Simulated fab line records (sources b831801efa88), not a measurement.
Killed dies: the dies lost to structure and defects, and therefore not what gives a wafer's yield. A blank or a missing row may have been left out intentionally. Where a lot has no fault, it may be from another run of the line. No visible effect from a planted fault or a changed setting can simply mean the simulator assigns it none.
fab line records -- flow sky130 -- part 1 of 2: steps 1 to 30 of 42
record lots=5, wafers=15, last_day=49
route steps=708 shown VT_ADJUST_HVTR@141 VT_ADJUST_PCH@143 SONOS_TUNNEL@154 SONOS_ONO@168
lots with no fault: from the same line, run without faults
start_h: the number of hours between the record's first day and the start of the first shown wafer of the lot -- wait_h: hours elapsed since this lot's preceding step -- " unchanged from the row above -- L1.1+2: one row covering several wafers at once -- - no value, or no start given -- * or withheld: withheld -- < > ~ a bound
route shown NAME@n: names a module that has steps shown in the file, with the first one's number in the route -- usual: mean/standard deviation taken from wafers without a fault -- same: alike in all rows -- chamber/n: place in a boat -- sites: readings site by site -- _std_site: the values' standard deviation -- _edge_site: mean of outer sites minus mean of inner sites -- radius_mm: for every site, how far away it sits from the centre of the wafer -- mask NAME#n: copy n -- behind: the last tool/chamber to shape the wafer -- hold: cause of the lot's hold/its duration in hours/its outcome -- device: the transistor (n, p or np) that didn't switch -- end of line: the tests these same wafers got at the end of their route -- where a step has no rows: the recipe by itself -- killed: at the first sort, the dies lost to defects and structure; wafer yield is something else -- map: the dies of a wafer, with x for killed, . for not killed, _ for no die there
set.NAME: setting as actually run; set.NAME@STEP: the setting as run at that earlier step -- model.NAME: the simulator's own value behind a step, which no gauge read
lots at some steps of the route; a table a step, a row a wafer
services: from which hour (start_h, from the record's first day; less than 0 if before it) a tool's chamber was out of use, for how many hours, and why
## steps
# step SKY_VT_ADJUST_HVTR_STRIP_10
# recipe chemistry=O2/N2, power_w=1400, pressure_mtorr=1500, platen_temp_c=withheld, o2_flow_sccm=3000, n2_flow_sccm=300, overash_fraction=0.5
# usual drypump_motor_current_A=5.4/0.47, o2_flow_sccm=3000/8.4, oes_product_au=0.715/0.0042, strip_time_to_endpoint_s=14.18/0.047
lot.wafer,tool,chamber,start_h,wait_h,drypump_motor_current_A,o2_flow_sccm,oes_product_au,rf_hours_counter_h,strip_time_to_endpoint_s
L079.4,plasma_asher-04,1,234.04,0.1,4.7,2997,0.713,-,14.17
L079.5,plasma_asher-04,1,234.04,0.1,4.7,2989,0.719,-,14.15
L079.6,plasma_asher-04,0,234.04,0.1,5.2,3004,0.713,-,14.14
L088.1,plasma_asher-04,0,303.27,0.1,5.2,2997,0.712,19,14.08
L088.4,plasma_asher-04,1,303.27,0.1,4.7,3004,0.718,-,14.11
L088.5,plasma_asher-04,1,303.27,0.1,4.7,3016,0.710,-,14.10
L089.1,plasma_asher-03,1,311.67,0.1,5.6,3001,0.719,49,14.17
L089.2,plasma_asher-03,0,311.67,0.1,6.0,3000,0.713,49,14.17
L089.3,plasma_asher-03,1,311.67,0.1,5.6,2996,0.713,-,14.19
L094.1,plasma_asher-04,1,347.62,0.1,4.7,3002,0.711,24,14.17
L094.2,plasma_asher-04,0,347.62,0.1,5.2,3000,0.705,24,14.20
L094.5,plasma_asher-04,1,347.62,0.1,4.7,2997,0.714,-,14.12
L095.1,plasma_asher-04,0,356.41,0.1,5.2,3003,0.709,24,14.21
L095.3,plasma_asher-04,0,356.41,0.1,5.2,3014,0.712,-,14.23
L095.6,plasma_asher-04,0,356.41,0.1,5.2,2998,0.721,-,14.19
# step SKY_VT_ADJUST_HVTR_TW_MEAS_11
# usual VT_ADJUST_HVTR_TW=210.1/1.4
lot.wafer,tool,chamber,start_h,wait_h,VT_ADJUST_HVTR_TW
L079.4,film_metro-01,-,234.14,0.1,210.4
L079.5,film_metro-01,-,234.14,0.1,211.7
L079.6,film_metro-01,-,234.14,0.1,211.0
L088.1,film_metro-04,-,303.37,0.1,208.2
L088.4,film_metro-04,-,303.37,0.1,208.5
L088.5,film_metro-04,-,303.37,0.1,207.7
L089.1,film_metro-02,-,311.77,0.1,211.3
L089.2,film_metro-02,-,311.77,0.1,211.2
L089.3,film_metro-02,-,311.77,0.1,212.3
L094.1,film_metro-01,-,347.72,0.1,209.7
L094.2,film_metro-01,-,347.72,0.1,210.2
L094.5,film_metro-01,-,347.72,0.1,209.1
L095.1,film_metro-01,-,356.51,0.1,210.6
L095.3,film_metro-01,-,356.51,0.1,210.7
L095.6,film_metro-01,-,356.51,0.1,211.0
# step SKY_VT_ADJUST_PCH_DEHYDRATE_00
# recipe temp_c=200, time_s=60
# usual plate_temp_C=200.00/0.16
lot.wafer,tool,chamber,start_h,wait_h,plate_temp_C
L079.4,litho_track-03,0,245.64,11.5,199.91
L079.5,litho_track-03,0,245.64,11.5,199.89
L079.6,litho_track-03,0,245.64,11.5,199.90
L088.1,litho_track-03,0,315.26,11.9,200.01
L088.4,litho_track-03,0,315.26,11.9,199.93
L088.5,litho_track-03,0,315.26,11.9,199.93
L089.1,litho_track-03,0,323.56,11.8,200.24
L089.2,litho_track-03,0,323.56,11.8,200.23
L089.3,litho_track-03,0,323.56,11.8,200.20
L094.1,litho_track-02,0,360.70,13.0,200.11
L094.2,litho_track-02,0,360.70,13.0,199.75
L094.5,litho_track-02,0,360.70,13.0,200.14
L095.1,litho_track-02,0,369.90,13.4,199.89
L095.3,litho_track-02,0,369.90,13.4,199.63
L095.6,litho_track-02,0,369.90,13.4,199.67
# step SKY_VT_ADJUST_PCH_HMDS_01
# recipe prime_time_s=60, prime_temp_c=120
# same prime_time_s=60
lot.wafer,tool,chamber,start_h,wait_h
L079.4+5+6,litho_track-03,0,245.79,0.1
L088.1+4+5,litho_track-03,0,315.41,0.1
L089.1+2+3,litho_track-03,0,323.71,0.1
L094.1+2+5,litho_track-02,0,360.85,0.1
L095.1+3+6,litho_track-02,0,370.05,0.1
# step SKY_VT_ADJUST_PCH_COAT_02
# recipe spin_rpm=2000, resist_thk_nm=3000
lot.wafer,tool,chamber,start_h,wait_h
L079.4+5+6,litho_track-03,0,245.94,0.1
L088.1+4+5,litho_track-03,0,315.56,0.1
L089.1+2+3,litho_track-03,0,323.86,0.1
L094.1+2+5,litho_track-02,0,361.00,0.1
L095.1+3+6,litho_track-02,0,370.20,0.1
# step SKY_VT_ADJUST_PCH_SOFTBAKE_03
# recipe temp_c=110, time_s=withheld
# usual plate_temp_C=109.99/0.13
lot.wafer,tool,chamber,start_h,wait_h,plate_temp_C
L079.4,litho_track-03,0,246.11,0.1,110.05
L079.5,litho_track-03,0,246.11,0.1,110.16
L079.6,litho_track-03,0,246.11,0.1,109.97
L088.1,litho_track-03,0,315.71,0.1,110.12
L088.4,litho_track-03,0,315.71,0.1,109.77
L088.5,litho_track-03,0,315.71,0.1,110.04
L089.1,litho_track-03,0,324.01,0.1,110.19
L089.2,litho_track-03,0,324.01,0.1,110.09
L089.3,litho_track-03,0,324.01,0.1,110.02
L094.1,litho_track-02,0,361.15,0.1,109.89
L094.2,litho_track-02,0,361.15,0.1,110.01
L094.5,litho_track-02,0,361.15,0.1,110.11
L095.1,litho_track-02,0,370.35,0.1,110.09
L095.3,litho_track-02,0,370.35,0.1,109.96
L095.6,litho_track-02,0,370.35,0.1,110.04
# step SKY_VT_ADJUST_PCH_EXPOSE_04
# recipe mask_id=NWM, na=0.6, source_shape=conventional, sigma_outer=0.6, polarization=unpolarized, target_cd_nm=840, dose_mj=255
lot.wafer,tool,chamber,start_h,wait_h,mask
L079.4+5+6,iline_stepper-02,0,-,-,NWM#0
L088.1+4+5,iline_stepper-01,0,-,-,NWM#0
L089.1+2+3,iline_stepper-02,0,-,-,NWM#0
L094.1+2+5,iline_stepper-02,0,-,-,NWM#0
L095.1+3+6,iline_stepper-02,0,-,-,NWM#0
# step SKY_VT_ADJUST_PCH_PEB_05
# recipe temp_c=115, time_s=withheld
# usual plate_temp_C=114.97/0.13
lot.wafer,tool,chamber,start_h,wait_h,plate_temp_C
L079.4,litho_track-02,0,-,-,114.96
L079.5,litho_track-02,0,-,-,115.09
L079.6,litho_track-02,0,-,-,114.95
L088.1,litho_track-02,0,-,-,114.84
L088.4,litho_track-02,0,-,-,114.91
L088.5,litho_track-02,0,-,-,114.90
L089.1,litho_track-02,0,-,-,115.01
L089.2,litho_track-02,0,-,-,115.10
L089.3,litho_track-02,0,-,-,115.19
L094.1,litho_track-03,0,-,-,114.94
L094.2,litho_track-03,0,-,-,114.80
L094.5,litho_track-03,0,-,-,114.84
L095.1,litho_track-02,0,-,-,114.93
L095.3,litho_track-02,0,-,-,115.14
L095.6,litho_track-02,0,-,-,114.97
# step SKY_VT_ADJUST_PCH_DEVELOP_06
# recipe wall_angle_deg=90, developer=TMAH, develop_time_s=60, dev_temp_c=23
lot.wafer,tool,chamber,start_h,wait_h
L079.4+5+6,litho_track-02,0,-,-
L088.1+4+5,litho_track-02,0,-,-
L089.1+2+3,litho_track-02,0,-,-
L094.1+2+5,litho_track-03,0,-,-
L095.1+3+6,litho_track-02,0,-,-
# step SKY_VT_ADJUST_PCH_OVL_MEAS_07
# usual VT_ADJUST_PCH_OVL=0.0/1.4
lot.wafer,tool,chamber,start_h,wait_h,VT_ADJUST_PCH_OVL[nm]
L079.4,overlay-01,-,257.87,-,-1.2
L079.5,overlay-01,-,257.87,-,-1.0
L079.6,overlay-01,-,257.87,-,-1.3
L088.1,overlay-02,-,329.20,-,-0.6
L088.4,overlay-02,-,329.20,-,0.6
L088.5,overlay-02,-,329.20,-,2.0
L089.1,overlay-01,-,337.55,-,0.7
L089.2,overlay-01,-,337.55,-,-1.5
L089.3,overlay-01,-,337.55,-,-0.1
L094.1,overlay-01,-,375.21,-,-1.6
L094.2,overlay-01,-,375.21,-,0.7
L094.5,overlay-01,-,375.21,-,0.4
L095.1,overlay-02,-,384.35,-,2.9
L095.3,overlay-02,-,384.35,-,-1.9
L095.6,overlay-02,-,384.35,-,2.4
# step SKY_VT_ADJUST_PCH_IMPLANT_08
# recipe species=B, energy_kev=10, dose_cm2=5e+11, tilt_deg=withheld
lot.wafer,tool,chamber,start_h,wait_h
L079.4+5+6,implanter-02,0,257.97,0.1
L088.1+4+5,implanter-02,0,329.24,0.0
L089.1+2+3,implanter-03,0,337.59,0.0
L094.1+2+5,implanter-03,0,375.25,0.0
L095.1+3+6,implanter-01,0,384.39,0.0
# step SKY_VT_ADJUST_PCH_STRIP_09
# recipe chemistry=O2/N2, power_w=1400, pressure_mtorr=1500, platen_temp_c=withheld, o2_flow_sccm=3000, n2_flow_sccm=300, overash_fraction=0.5
# usual drypump_motor_current_A=5.4/0.42, o2_flow_sccm=2999/8.7, oes_product_au=0.722/0.0041, strip_time_to_endpoint_s=36.97/0.11
lot.wafer,tool,chamber,start_h,wait_h,drypump_motor_current_A,o2_flow_sccm,oes_product_au,rf_hours_counter_h,strip_time_to_endpoint_s
L079.4,plasma_asher-01,1,258.07,0.1,6.0,2993,0.729,-,36.68
L079.5,plasma_asher-01,1,258.07,0.1,6.0,2998,0.727,-,36.82
L079.6,plasma_asher-01,0,258.07,0.1,5.4,3002,0.729,-,36.73
L088.1,plasma_asher-04,0,329.39,0.1,5.2,2994,0.721,22,37.20
L088.4,plasma_asher-04,1,329.39,0.1,4.7,2996,0.724,-,37.16
L088.5,plasma_asher-04,1,329.39,0.1,4.7,2994,0.726,-,37.14
L089.1,plasma_asher-02,1,337.74,0.1,5.8,3005,0.724,65,37.06
L089.2,plasma_asher-02,0,337.74,0.1,5.4,3014,0.716,65,36.99
L089.3,plasma_asher-02,0,337.74,0.1,5.5,3008,0.722,-,37.01
L094.1,plasma_asher-01,1,375.40,0.1,6.0,2992,0.717,65,37.00
L094.2,plasma_asher-01,0,375.40,0.1,5.4,3002,0.723,65,36.94
L094.5,plasma_asher-01,0,375.40,0.1,5.4,3008,0.717,-,36.82
L095.1,plasma_asher-01,1,384.54,0.1,6.0,2990,0.713,66,37.17
L095.3,plasma_asher-01,1,384.54,0.1,6.0,2998,0.728,-,37.15
L095.6,plasma_asher-01,0,384.54,0.1,5.4,3004,0.720,-,37.13
# step SKY_VT_ADJUST_PCH_TW_MEAS_10
# usual VT_ADJUST_PCH_TW=143.2/1.1
lot.wafer,tool,chamber,start_h,wait_h,VT_ADJUST_PCH_TW
L079.4,film_metro-03,-,258.17,0.1,143.7
L079.5,film_metro-03,-,258.17,0.1,142.9
L079.6,film_metro-03,-,258.17,0.1,143.1
L088.1,film_metro-02,-,329.49,0.1,143.0
L088.4,film_metro-02,-,329.49,0.1,143.0
L088.5,film_metro-02,-,329.49,0.1,143.0
L089.1,film_metro-02,-,337.84,0.1,141.8
L089.2,film_metro-02,-,337.84,0.1,141.2
L089.3,film_metro-02,-,337.84,0.1,141.4
L094.1,film_metro-01,-,375.50,0.1,141.8
L094.2,film_metro-01,-,375.50,0.1,141.8
L094.5,film_metro-01,-,375.50,0.1,141.7
L095.1,film_metro-01,-,384.64,0.1,141.8
L095.3,film_metro-01,-,384.64,0.1,142.0
L095.6,film_metro-01,-,384.64,0.1,141.4
# step SKY_SONOS_TUNNEL_DEHYDRATE_00
# recipe temp_c=200, time_s=60
# usual plate_temp_C=199.98/0.17
lot.wafer,tool,chamber,start_h,wait_h,plate_temp_C
L079.4,litho_track-01,0,270.08,11.9,199.89
L079.5,litho_track-01,0,270.08,11.9,199.85
L079.6,litho_track-01,0,270.08,11.9,199.73
L088.1,litho_track-01,0,341.91,12.4,200.21
L088.4,litho_track-01,0,341.91,12.4,200.10
L088.5,litho_track-01,0,341.91,12.4,200.24
L089.1,litho_track-01,0,350.26,12.4,199.86
L089.2,litho_track-01,0,350.26,12.4,200.12
L089.3,litho_track-01,0,350.26,12.4,199.91
L094.1,litho_track-01,0,389.61,14.1,199.73
L094.2,litho_track-01,0,389.61,14.1,199.67
L094.5,litho_track-01,0,389.61,14.1,199.91
L095.1,litho_track-01,0,398.36,13.7,200.01
L095.3,litho_track-01,0,398.36,13.7,199.87
L095.6,litho_track-01,0,398.36,13.7,200.02
# step SKY_SONOS_TUNNEL_HMDS_01
# recipe prime_time_s=60, prime_temp_c=120
# same prime_time_s=60
lot.wafer,tool,chamber,start_h,wait_h
L079.4+5+6,litho_track-01,0,270.23,0.1
L088.1+4+5,litho_track-01,0,342.06,0.1
L089.1+2+3,litho_track-01,0,350.41,0.1
L094.1+2+5,litho_track-01,0,389.76,0.1
L095.1+3+6,litho_track-01,0,398.51,0.1
# step SKY_SONOS_TUNNEL_COAT_02
# recipe resist=NOVOLAK, spin_rpm=3000, resist_thk_nm=1140
lot.wafer,tool,chamber,start_h,wait_h
L079.4+5+6,litho_track-01,0,270.38,0.1
L088.1+4+5,litho_track-01,0,342.21,0.1
L089.1+2+3,litho_track-01,0,350.56,0.1
L094.1+2+5,litho_track-01,0,389.91,0.1
L095.1+3+6,litho_track-01,0,398.66,0.1
# step SKY_SONOS_TUNNEL_SOFTBAKE_03
# recipe temp_c=90, time_s=60, resist=NOVOLAK
# usual plate_temp_C=90.02/0.12
lot.wafer,tool,chamber,start_h,wait_h,plate_temp_C
L079.4,litho_track-01,0,270.53,0.1,90.05
L079.5,litho_track-01,0,270.53,0.1,90.12
L079.6,litho_track-01,0,270.53,0.1,89.96
L088.1,litho_track-01,0,342.36,0.1,90.02
L088.4,litho_track-01,0,342.36,0.1,90.15
L088.5,litho_track-01,0,342.36,0.1,90.17
L089.1,litho_track-01,0,350.71,0.1,90.20
L089.2,litho_track-01,0,350.71,0.1,90.08
L089.3,litho_track-01,0,350.71,0.1,90.21
L094.1,litho_track-01,0,390.06,0.1,90.06
L094.2,litho_track-01,0,390.06,0.1,90.02
L094.5,litho_track-01,0,390.06,0.1,90.19
L095.1,litho_track-01,0,398.81,0.1,89.85
L095.3,litho_track-01,0,398.81,0.1,89.93
L095.6,litho_track-01,0,398.81,0.1,89.92
# step SKY_SONOS_TUNNEL_EXPOSE_04
# recipe mask_id=TUNM, na=0.6, source_shape=conventional, sigma_outer=0.6, polarization=unpolarized, target_cd_nm=410, dose_mj=136
lot.wafer,tool,chamber,start_h,wait_h,mask
L079.4+5+6,iline_stepper-02,0,-,-,TUNM#0
L088.1+4+5,iline_stepper-02,0,-,-,TUNM#0
L089.1+2+3,iline_stepper-02,0,-,-,TUNM#0
L094.1+2+5,iline_stepper-02,0,-,-,TUNM#0
L095.1+3+6,iline_stepper-02,0,-,-,TUNM#0
# step SKY_SONOS_TUNNEL_PEB_05
# recipe temp_c=withheld, time_s=*, resist=NOVOLAK
lot.wafer,tool,chamber,start_h,wait_h
L079.4+5+6,litho_track-03,0,-,-
L088.1+4+5,litho_track-01,0,-,-
L089.1+2+3,litho_track-03,0,-,-
L094.1+2+5,litho_track-03,0,-,-
L095.1+3+6,litho_track-01,0,-,-
# step SKY_SONOS_TUNNEL_DEVELOP_06
# recipe resist=NOVOLAK, developer=TMAH, develop_time_s=60, dev_temp_c=23
lot.wafer,tool,chamber,start_h,wait_h
L079.4+5+6,litho_track-03,0,282.04,0.1
L088.1+4+5,litho_track-01,0,356.11,0.1
L089.1+2+3,litho_track-03,0,364.91,0.1
L094.1+2+5,litho_track-03,0,403.61,0.1
L095.1+3+6,litho_track-01,0,412.41,0.1
# step SKY_SONOS_TUNNEL_CD_MEAS_07
# recipe target_cd_nm=410
# usual cd_nm=409.6/2.2
lot.wafer,tool,chamber,start_h,wait_h,cd_nm
L079.4,cd_sem-02,-,282.17,0.1,408.5
L079.5,cd_sem-02,-,282.17,0.1,408.4
L079.6,cd_sem-02,-,282.17,0.1,406.7
L088.1,cd_sem-01,-,356.26,0.1,406.2
L088.4,cd_sem-01,-,356.26,0.1,405.2
L088.5,cd_sem-01,-,356.26,0.1,407.4
L089.1,cd_sem-01,-,365.06,0.1,411.5
L089.2,cd_sem-01,-,365.06,0.1,412.1
L089.3,cd_sem-01,-,365.06,0.1,412.4
L094.1,cd_sem-01,-,403.76,0.1,410.3
L094.2,cd_sem-01,-,403.76,0.1,410.0
L094.5,cd_sem-01,-,403.76,0.1,411.3
L095.1,cd_sem-02,-,412.56,0.1,409.1
L095.3,cd_sem-02,-,412.56,0.1,408.4
L095.6,cd_sem-02,-,412.56,0.1,408.0
# step SKY_SONOS_TUNNEL_OVL_MEAS_08
# usual SONOS_TUNNEL_OVL=0.0/1.4
lot.wafer,tool,chamber,start_h,wait_h,SONOS_TUNNEL_OVL[nm]
L079.4,overlay-01,-,282.25,0.1,1.5
L079.5,overlay-01,-,282.25,0.1,0.7
L079.6,overlay-01,-,282.25,0.1,-1.4
L088.1,overlay-01,-,356.38,0.1,-1.6
L088.4,overlay-01,-,356.38,0.1,-1.0
L088.5,overlay-01,-,356.38,0.1,-2.9
L089.1,overlay-01,-,365.18,0.1,1.1
L089.2,overlay-01,-,365.18,0.1,0.4
L089.3,overlay-01,-,365.18,0.1,0.9
L094.1,overlay-02,-,403.88,0.1,0.5
L094.2,overlay-02,-,403.88,0.1,1.8
L094.5,overlay-02,-,403.88,0.1,-0.3
L095.1,overlay-01,-,412.68,0.1,0.6
L095.3,overlay-01,-,412.68,0.1,-0.2
L095.6,overlay-01,-,412.68,0.1,0.6
# step SKY_SONOS_TUNNEL_IMPLANT_09
# recipe species=B, energy_kev=20, dose_cm2=1e+12, tilt_deg=withheld
lot.wafer,tool,chamber,start_h,wait_h
L079.4+5+6,implanter-01,0,282.34,0.1
L088.1+4+5,implanter-02,0,356.42,0.0
L089.1+2+3,implanter-04,0,365.22,0.0
L094.1+2+5,implanter-01,0,403.92,0.0
L095.1+3+6,implanter-04,0,412.71,0.0
# step SKY_SONOS_TUNNEL_WET_ETCH_10
# recipe chemistry=dHF, target_depth_nm=14, target=SiO2, dilution=100:1, temp_c=25, time_s=280
lot.wafer,tool,chamber,start_h,wait_h
L079.4+5+6,wet_bench-04,2,282.42,0.1
L088.1+4+5,wet_bench-02,0,356.57,0.1
L089.1+2+3,wet_bench-03,0,365.37,0.1
L094.1+2+5,wet_bench-03,2,404.07,0.1
L095.1+3+6,wet_bench-04,3,412.86,0.1
# step SKY_SONOS_TUNNEL_STRIP_11
# recipe chemistry=SPM, time_s=600, temp_c=130
lot.wafer,tool,chamber,start_h,wait_h
L079.4+5+6,wet_bench-02,1,282.51,0.0
L088.1+4+5,wet_bench-03,3,356.65,0.0
L089.1+2+3,wet_bench-02,2,365.54,0.0
L094.1+2+5,wet_bench-04,0,404.15,0.0
L095.1+3+6,wet_bench-02,2,412.95,0.0
# step SKY_SONOS_TUNNEL_TW_MEAS_12
# usual SONOS_TUNNEL_TW=197.6/2.1
lot.wafer,tool,chamber,start_h,wait_h,SONOS_TUNNEL_TW
L079.4,film_metro-04,-,282.73,0.0,195.1
L079.5,film_metro-04,-,282.73,0.0,194.0
L079.6,film_metro-04,-,282.73,0.0,194.9
L088.1,film_metro-04,-,357.00,0.0,195.9
L088.4,film_metro-04,-,357.00,0.0,194.9
L088.5,film_metro-04,-,357.00,0.0,194.9
L089.1,film_metro-04,-,365.71,0.0,194.8
L089.2,film_metro-04,-,365.71,0.0,195.5
L089.3,film_metro-04,-,365.71,0.0,194.8
L094.1,film_metro-02,-,404.33,0.0,198.7
L094.2,film_metro-02,-,404.33,0.0,198.7
L094.5,film_metro-02,-,404.33,0.0,200.3
L095.1,film_metro-04,-,413.13,0.0,194.7
L095.3,film_metro-04,-,413.13,0.0,193.9
L095.6,film_metro-04,-,413.13,0.0,195.0
# step SKY_SONOS_TUNNEL_CLEAN_13
# recipe chemistry=dHF, time_s=20, dilution=100:1, dry=ipa_marangoni
lot.wafer,tool,chamber,start_h,wait_h
L079.4+5+6,wet_bench-04,1,282.76,0.0
L088.1+4+5,wet_bench-02,3,357.06,0.1
L089.1+2+3,wet_bench-03,1,365.77,0.1
L094.1+2+5,wet_bench-02,1,404.39,0.1
L095.1+3+6,wet_bench-04,1,413.19,0.1
# step SKY_SONOS_ONO_OXIDATION_00
# recipe temp_c=800, ambient=O2, idle_temp_c=700, ramp_up_c_per_min=10, ramp_down_c_per_min=3, stabilise_s=600, purge_s=300, target_thk_a=26, ox_time_s=1249
# usual ramp_up_c_per_min=10.000/0.0017, spike_tc_top_C=815.0/1.3, zone_power_bottom_pct=20.6/1.3, zone_power_top_pct=31/3.1
lot.wafer,tool,chamber,start_h,wait_h,ramp_up_c_per_min,spike_tc_top_C,zone_power_bottom_pct,zone_power_top_pct
L079.4,furnace-01,0,282.78,0.0,10.001,815.6,21.9,34
L079.5,furnace-01,0,282.78,0.0,9.9971,817.0,21.8,34
L079.6,furnace-01,0,282.78,0.0,10.002,815.7,22.0,34
L088.1,furnace-01,0,357.08,0.0,10.001,816.6,22.0,34
L088.4,furnace-01,0,357.08,0.0,9.9990,815.3,21.8,34
L088.5,furnace-01,0,357.08,0.0,9.9996,817.6,22.1,34
L089.1,furnace-02,0,366.54,0.7,10.002,814.4,19.3,28
L089.2,furnace-02,0,366.54,0.7,10.000,813.3,19.6,28
L089.3,furnace-02,0,366.54,0.7,10.002,813.1,18.9,28
L094.1,furnace-02,0,405.22,0.8,10.001,814.4,19.5,28
L094.2,furnace-02,0,405.22,0.8,9.9970,814.6,19.0,28
L094.5,furnace-02,0,405.22,0.8,10.003,813.3,19.4,28
L095.1,furnace-02,0,413.20,0.0,9.9998,814.3,19.2,28
L095.3,furnace-02,0,413.20,0.0,9.9999,812.7,19.2,28
L095.6,furnace-02,0,413.20,0.0,10.000,815.2,19.1,29
# step SKY_SONOS_ONO_THK_MEAS_01
# recipe reads=SiO2_of_SONOS_ONO_OXIDATION_00
# usual SONOS_ONO_OXIDATION_THK=2.59/0.064
lot.wafer,tool,chamber,start_h,wait_h,SONOS_ONO_OXIDATION_THK[nm]
L079.4,film_metro-04,-,284.15,0.0,2.64
L079.5,film_metro-04,-,284.15,0.0,2.61
L079.6,film_metro-04,-,284.15,0.0,2.68
L088.1,film_metro-01,-,358.42,0.0,2.64
L088.4,film_metro-01,-,358.42,0.0,2.55
L088.5,film_metro-01,-,358.42,0.0,2.54
L089.1,film_metro-01,-,367.88,0.0,2.65
L089.2,film_metro-01,-,367.88,0.0,2.71
L089.3,film_metro-01,-,367.88,0.0,2.58
L094.1,film_metro-01,-,406.57,0.0,2.51
L094.2,film_metro-01,-,406.57,0.0,2.62
L094.5,film_metro-01,-,406.57,0.0,2.54
L095.1,film_metro-01,-,414.55,0.0,2.52
L095.3,film_metro-01,-,414.55,0.0,2.62
L095.6,film_metro-01,-,414.55,0.0,2.56
# step SKY_SONOS_ONO_CVD_02
# recipe material=Si3N4, precursor=DCS/NH3, target_thk_nm=10.5, temp_c=770, time_s=180, pressure_mtorr=250
# usual spike_tc_top_C=786.1/1, zone_power_bottom_pct=20.8/2.3, zone_power_top_pct=25.1/1.6
lot.wafer,tool,chamber,start_h,wait_h,spike_tc_top_C,zone_power_bottom_pct,zone_power_top_pct
L079.4,lpcvd-02,0,285.91,1.7,785.5,23.5,27.3
L079.5,lpcvd-02,0,285.91,1.7,785.1,23.5,27.4
L079.6,lpcvd-02,0,285.91,1.7,788.0,23.5,27.1
L088.1,lpcvd-02,1,359.44,1.0,786.3,19.0,23.9
L088.4,lpcvd-02,1,359.44,1.0,785.7,18.7,24.0
L088.5,lpcvd-02,1,359.44,1.0,786.8,18.8,23.5
L089.1,lpcvd-02,0,368.81,0.9,785.3,23.2,27.1
L089.2,lpcvd-02,0,368.81,0.9,785.9,23.7,27.2
L089.3,lpcvd-02,0,368.81,0.9,787.2,23.3,27.1
L094.1,lpcvd-02,0,406.63,0.1,786.2,23.9,27.1
L094.2,lpcvd-02,0,406.63,0.1,787.8,24.0,26.9
L094.5,lpcvd-02,0,406.63,0.1,785.9,23.5,27.4
L095.1,lpcvd-02,0,414.61,0.1,785.4,23.4,27.4
L095.3,lpcvd-02,0,414.61,0.1,787.4,23.4,26.7
L095.6,lpcvd-02,0,414.61,0.1,786.0,23.5,26.9
